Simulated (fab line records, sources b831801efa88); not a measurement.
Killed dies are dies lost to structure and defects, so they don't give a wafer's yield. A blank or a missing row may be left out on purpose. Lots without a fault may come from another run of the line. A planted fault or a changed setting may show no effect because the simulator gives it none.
A struck lot beside a sound one | flow sfq_line | 15 steps out of a route of 325
Sound: wafers L227.1, L227.2, L227.3. Struck: wafer L233.5. (L233.2 of the same lot was not struck and is left out.) The cause comes at the end.
At each step with rows: each side's tool, then ch and its chambers, then its first start. Under that, the readings that differ: sound wafers | struck wafers | difference of the means | sigmas: that difference in standard deviations of wafers without a fault.
alike: readings whose means differ by less than 2 such deviations, and words and numbers that are the same on both sides. not compared: withheld readings, readings that some wafer has no value for, bounds like >300 that may hide the same value, and numbers for which the record gives no deviation and whose values overlap.
The two part at a step that has a row with sigmas, a row that says differs or no value, or rows on one side only. Numbers that don't overlap but have no deviation are shown without sigmas and don't part them. A reading that every wafer of one side lacks parts them only if that side has two wafers or more.

first, 1 step without rows for these wafers: SFQ_TRILAYER_M6_STRIP_SOLV_CLEAN_164 (cleans in NMP, time 600 s).
SFQ_TRILAYER_I6_DEP_PECVD_165: deposits SiO2 from SiH4/N2O, time 111.11 s, target thk 500 nm.
  sound on pecvd-04 ch 0,1,2, day 76 03:19; struck on pecvd-01 ch 0, day 76 16:20
  alike: chamber_pressure_Torr, heater_power_w, rf_fwd_power_W, throttle_valve_pct
SFQ_TRILAYER_I6_CMP_CMP_166: polishes SiO2.
  sound on cmp-01 ch 1,2,3, day 76 07:57; struck on cmp-01 ch 0, day 77 05:31
  alike: motor_current_A, time_to_endpoint_s
SFQ_I6_BOW_MEAS_941:
  sound on film_metro-01, day 76 10:27; struck on film_metro-01, day 77 06:02
  alike: I6_BOW
SFQ_TRILAYER_I6_METRO_MEASURE_167:
  sound on film_metro-01, day 76 10:34; struck on film_metro-01, day 77 06:20
  alike: thk_nm
then, 6 steps without rows for these wafers: SFQ_TRILAYER_I6_VIA_LITHO_COAT_174 (resist thk 62 nm); SFQ_TRILAYER_I6_VIA_LITHO_COAT_169 (resist thk 650 nm); SFQ_TRILAYER_I6_VIA_LITHO_SOFTBAKE_173; SFQ_TRILAYER_I6_VIA_LITHO_EXPOSE_170 (exposes mask I6, target cd 700 nm); SFQ_TRILAYER_I6_VIA_LITHO_PEB_172 (peb time 60 s); SFQ_TRILAYER_I6_VIA_LITHO_DEVELOP_171 (time 60 s).
-- the record jumps here: 4 days lie between the struck wafers' starts before and after --
SFQ_I6_OVL_MEAS_942:
  sound on overlay-02, day 76 15:49; struck on overlay-02, day 81 03:46
  alike: I6_OVL
SFQ_TRILAYER_I6_VIA_BARC_OPEN_VIA_ETCH_235: etches BARC in O2, target depth 125 nm, time 41.7 s.
  sound on rie_diel-04 ch 1,2,3, day 76 15:51; struck on rie_diel-03 ch 0, day 81 03:48
  reading                                                 | sound             | struck | difference | sigmas
  oes_product_au (a.u.)                                   | 0.684 0.682 0.688 | 0.663  | -0.022     | -5
  run_length_s (s)                                        | 70.2 70.2 70.2    | 73.7   | +3.5       | +9
  model.KrF_of_TRILAYER_I6_VIA_LITHO_COAT_169.thk_nm (nm) | 575 572.7 572.7   | 570.9  | -2.6       |
  alike: drypump_motor_current_A, rf_fwd_power_W
  not compared: rf_hours_counter_h
SFQ_TRILAYER_I6_VIA_ETCH_VIA_ETCH_172: etches SiO2 in CHF3, stops on Nb, target depth 260 nm.
  sound on rie_diel-04 ch 1,2,3, day 76 15:53; struck on rie_diel-03 ch 0, day 81 03:50
  reading                                                 | sound             | struck | difference | sigmas
  model.KrF_of_TRILAYER_I6_VIA_LITHO_COAT_169.thk_nm (nm) | 530.5 526.8 528.4 | 526.6  | -2.0       |
  alike: drypump_motor_current_A, oes_product_au, rf_fwd_power_W
SFQ_TRILAYER_I6_VIA_STRIP_STRIP_173: strips in O2.
  sound on rie_metal-03 ch 0,1, day 76 16:01; struck on rie_metal-02 ch 1, day 81 03:58
  alike: drypump_motor_current_A, oes_product_au, platen_temp_c
  not compared: rf_hours_counter_h

WHERE THEY PART
Only at SFQ_TRILAYER_I6_VIA_BARC_OPEN_VIA_ETCH_235, within this record. Later steps at which nothing parts them and some readings are alike: SFQ_TRILAYER_I6_VIA_ETCH_VIA_ETCH_172, SFQ_TRILAYER_I6_VIA_STRIP_STRIP_173.

WHY: what the simulator had put in
Process parameter drift: rie_diel-03, from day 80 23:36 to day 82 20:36, at SFQ_TRILAYER_I6_VIA_BARC_OPEN_VIA_ETCH_235. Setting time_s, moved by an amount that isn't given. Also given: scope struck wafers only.
